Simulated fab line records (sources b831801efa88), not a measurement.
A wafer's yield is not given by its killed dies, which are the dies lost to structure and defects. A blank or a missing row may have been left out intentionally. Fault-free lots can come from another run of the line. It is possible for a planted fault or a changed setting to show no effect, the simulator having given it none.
Struck lot and sound lot, side by side    flow sfq-line    41 out of 325 route steps
Sound: these wafers, L922.1, L922.2, L922.6. Struck: wafer L928.5 (L928.1, L928.3, from the same lot, were not struck and are left out); the cause is given at the end.
For every step that has rows: the tool of each side, followed by ch and its chambers, followed by its first start. Under that, the readings that differ: sound wafers    struck wafers    difference of the means    sigmas: that difference in standard deviations of wafers without a fault.
alike: readings with means less than 2 such deviations apart, plus words and numbers identical on both sides. not compared: withheld readings, readings lacking a value on some wafer, bounds such as >300 that could conceal the same value, and numbers that have no deviation in the record and whose values overlap.
Wherever a step has rows on one side only, a row that says differs or no value, or a row with sigmas, the two part there. Numbers that have no deviation but don't overlap get no sigmas and don't part them. A reading that every wafer of one side lacks parts them only if that side has two wafers or more.

first, 1 step without rows for these wafers: SFQ_TRILAYER_M1_DEP_PRE_CLEAN_038 (time 22.5 s).
SFQ_TRILAYER_M1_DEP_SPUTTER_037: material Nb, target thk 200 nm, time 133.3 s.
  sound on pvd-sputter-06 at day 25 02:44; struck on pvd-sputter-03 at day 28 01:31
  alike: throttle-valve-pct
SFQ_M1_RS_MEAS_909: measurement is done with a four-point probe.
  sound on film-metro-01 at day 25 02:50; struck on film-metro-01 at day 28 01:36
  alike: M1_NB_RS
then, 6 steps without rows for these wafers: SFQ_TRILAYER_M1_LITHO_COAT_044 (resist thk 62 nm); SFQ_TRILAYER_M1_LITHO_COAT_039 (resist thk 600 nm); SFQ_TRILAYER_M1_LITHO_SOFTBAKE_043; SFQ_TRILAYER_M1_LITHO_EXPOSE_040 (exposes mask M1, target cd 500 nm); SFQ_TRILAYER_M1_LITHO_PEB_042 (peb time 60 s); SFQ_TRILAYER_M1_LITHO_DEVELOP_041 (time 60 s).
-- the record jumps here: 6 days lie between the struck wafers' starts before and after --
SFQ_M1_OVL_MEAS_911:
  sound on overlay-02 at day 25 05:16; struck on overlay-02 at day 34 11:31
  alike: M1_OVL
then, 1 step without rows for these wafers: SFQ_TRILAYER_M1_BARC_OPEN_METAL_ETCH_054 (etches BARC in O2, target depth 125 nm, time 41.7 s).
SFQ_TRILAYER_M1_ETCH_METAL_ETCH_042: etches Nb in Cl2/Ar, stops on SiO2, target depth 240 nm, time 120 s.
  sound on rie-metal-02 ch 0,1, day 25 05:23; struck on rie-metal-01 ch 0, day 34 11:37
reading                                              sound              struck  difference  sigmas
oes-product-au (a.u.)                                0.894 0.890 0.889  0.689   -0.202      -28
model.etch.depth-nm (nm)                             199.2 199 198.4    121.3   -77.6       
model.M1.feature-depth-nm (nm)                       199.2 199 198.4    121.3   -77.6       
model.KrF_of_TRILAYER_M1_LITHO_COAT_039.thk-nm (nm)  376.7 380.6 375.5  447.8   +70.2       
  alike: drypump-motor-current-A
  not compared: rf-hours-counter-h
then, 3 steps without rows for these wafers: SFQ_TRILAYER_M1_STRIP_STRIP_043 (strips in O2); SFQ_TRILAYER_M1_STRIP_SOLV_CLEAN_044 (cleans in NMP, time 600 s); SFQ_TRILAYER_I1_DEP_PECVD_045 (deposits SiO2 from SiH4/N2O, time 111.11 s, target thk 500 nm).
SFQ_TRILAYER_I1_CMP_CMP_046: polishes SiO2.
  sound on cmp-02 ch 0,2, day 25 07:06; struck on cmp-01 ch 2, day 34 23:04
  alike: motor-current-A, retaining-ring-pressure-frac, time-to-endpoint-s
SFQ_I1_BOW_MEAS_912:
  sound on film-metro-03 at day 25 09:36; struck on film-metro-03 at day 35 00:04
  alike: I1_BOW
SFQ_TRILAYER_I1_METRO_MEASURE_047:
  sound on film-metro-03 at day 25 09:43; struck on film-metro-03 at day 35 00:11
  alike: thk-nm
then, 6 steps without rows for these wafers: SFQ_TRILAYER_I1_VIA_LITHO_COAT_054 (resist thk 62 nm); SFQ_TRILAYER_I1_VIA_LITHO_COAT_049 (resist thk 650 nm); SFQ_TRILAYER_I1_VIA_LITHO_SOFTBAKE_053; SFQ_TRILAYER_I1_VIA_LITHO_EXPOSE_050 (exposes mask I1, target cd 500 nm); SFQ_TRILAYER_I1_VIA_LITHO_PEB_052 (peb time 60 s); SFQ_TRILAYER_I1_VIA_LITHO_DEVELOP_051 (time 60 s).
SFQ_I1_OVL_MEAS_913:
  sound on overlay-02 at day 31 23:27; struck on overlay-02 at day 35 04:14
  alike: I1_OVL
then, 2 steps without rows for these wafers: SFQ_TRILAYER_I1_VIA_BARC_OPEN_VIA_ETCH_071 (etches BARC in O2, target depth 125 nm, time 41.7 s); SFQ_TRILAYER_I1_VIA_ETCH_VIA_ETCH_052 (etches SiO2 in CHF3, stops on Nb, target depth 260 nm).
SFQ_TRILAYER_I1_VIA_STRIP_STRIP_053: strips in O2.
  sound on rie-metal-01 ch 0,1, day 31 23:38; struck on rie-metal-01 ch 0, day 35 04:26
  alike: drypump-motor-current-A, oes-product-au
  not compared: rf-hours-counter-h
then, 3 steps without rows for these wafers: SFQ_TRILAYER_I1_VIA_STRIP_SOLV_CLEAN_054 (cleans in NMP, time 600 s); SFQ_TRILAYER_M2_DEP_PRE_CLEAN_056 (time 22.5 s); SFQ_TRILAYER_M2_DEP_SPUTTER_055 (material Nb, target thk 200 nm, time 133.3 s).
SFQ_M2_RS_MEAS_914: measurement is done with a four-point probe.
  sound on film-metro-04 at day 32 00:32; struck on film-metro-03 at day 35 05:20
  alike: M2_NB_RS
then, 6 steps without rows for these wafers: SFQ_TRILAYER_M2_LITHO_COAT_062 (resist thk 62 nm); SFQ_TRILAYER_M2_LITHO_COAT_057 (resist thk 600 nm); SFQ_TRILAYER_M2_LITHO_SOFTBAKE_061; SFQ_TRILAYER_M2_LITHO_EXPOSE_058 (exposes mask M2, target cd 500 nm); SFQ_TRILAYER_M2_LITHO_PEB_060 (peb time 60 s); SFQ_TRILAYER_M2_LITHO_DEVELOP_059 (time 60 s).
-- the record jumps here: 6 days lie between the struck wafers' starts before and after --
SFQ_M2_OVL_MEAS_916:
  sound on overlay-01 at day 38 12:27; struck on overlay-02 at day 41 02:02
  alike: M2_OVL
SFQ_TRILAYER_M2_BARC_OPEN_METAL_ETCH_077: etches BARC in O2, target depth 125 nm, time 41.7 s.
  sound on rie-metal-03 ch 0,1, day 38 12:29; struck on rie-metal-04 ch 0, day 41 02:05
reading                sound              struck  difference  sigmas
oes-product-au (a.u.)  0.689 0.688 0.678  0.695   +0.010      +2
  alike: drypump-motor-current-A
  not compared: rf-hours-counter-h
-- the record jumps here: 40 days lie between the struck wafers' starts before and after --
SFQ_M8_BOW_MEAS_951:
  sound on film-metro-04 at day 78 21:11; struck on film-metro-04 at day 80 18:39
reading                        sound     struck  difference  sigmas
model.etest.m1.comb-log10-ohm  12 12 12  0       -12         
  alike: M8_BOW

== WHERE THEY PART ==
Last at SFQ_TRILAYER_M2_BARC_OPEN_METAL_ETCH_077 as far as this record goes, first at SFQ_TRILAYER_M1_ETCH_METAL_ETCH_042. Later steps at which nothing parts them and some readings are alike: SFQ_M8_BOW_MEAS_951.

WHY: the cause the simulator had injected
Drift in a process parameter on rie-metal-01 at SFQ_TRILAYER_M1_ETCH_METAL_ETCH_042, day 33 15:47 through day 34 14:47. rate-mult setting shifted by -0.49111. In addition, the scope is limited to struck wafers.
